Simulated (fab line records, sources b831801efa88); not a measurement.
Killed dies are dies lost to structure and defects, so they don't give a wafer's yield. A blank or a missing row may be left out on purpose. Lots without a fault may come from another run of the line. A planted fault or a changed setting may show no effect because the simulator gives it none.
Chamber matching | flow sky130 | SKY_PASSIVATION_CVD_00 on pecvd-04: 3 sister chambers
The step deposits SiO2, target thk 90 nm. 24 wafers are shown with their chamber, then 12 later ones without.

WAFERS WITH THEIR CHAMBER
wafer  | chamber | heater_power_w (W)
L075.4 | 0       | 690
L075.5 | 2       | 712
L075.6 | 1       | 593
L078.1 | 1       | 556
L078.2 | 0       | 699
L078.5 | 0       | 555
L079.1 | 2       | 802
L079.2 | 0       | 601
L079.3 | 1       | 579
L079.4 | 0       | 630
L079.5 | 2       | 772
L079.6 | 1       | 586
L080.1 | 0       | 673
L080.3 | 1       | 547
L080.4 | 1       | 546
L081.1 | 2       | 773
L081.2 | 1       | 539
L081.3 | 0       | 606
L081.4 | 0       | 621
L081.5 | 2       | 766
L081.6 | 1       | 545
L088.2 | 1       | 577
L088.4 | 1       | 566
L088.5 | 2       | 807

SIGNATURES (means of the wafers above)
reading        | chamber 0 | chamber 1 | chamber 2 | scatter within a chamber
heater_power_w | 634.38    | 563.40    | 772.00    | 35.4
Rule: a wafer's distance from a chamber is the root of the sum, over the readings, of the square of ((its reading less the chamber's mean) divided by the reading's scatter). The wafer belongs to the nearest chamber; if the next one is less than 2 further off, it can't be placed. The scatter: the root of (the sum of the squares of (reading less its chamber's mean) over the shown wafers, divided by (wafers less chambers)).

WAFERS WITHOUT THEIR CHAMBER
wafer  | heater_power_w (W)
L089.2 | 779
L089.3 | 613
L089.6 | 705
L090.2 | 589
L090.4 | 820
L090.5 | 613
L091.4 | 658
L091.5 | 809
L091.6 | 556
L097.1 | 569
L097.3 | 721
L097.6 | 806

WHICH CHAMBER EACH WENT THROUGH
wafer  | from the rows above     | in truth
L089.2 | 2                       | 2
L089.3 | can't be placed: 0 or 1 | 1
L089.6 | can't be placed: 2 or 0 | 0
L090.2 | can't be placed: 1 or 0 | 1
L090.4 | 2                       | 2
L090.5 | can't be placed: 0 or 1 | 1
L091.4 | 0                       | 0
L091.5 | 2                       | 2
L091.6 | 1                       | 1
L097.1 | can't be placed: 1 or 0 | 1
L097.3 | can't be placed: 2 or 0 | 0
L097.6 | 2                       | 2
Placed correctly: 6 of 12. Can't be placed from these rows: 6 (the true chamber is among the candidates in 6). Placed wrongly: 0.
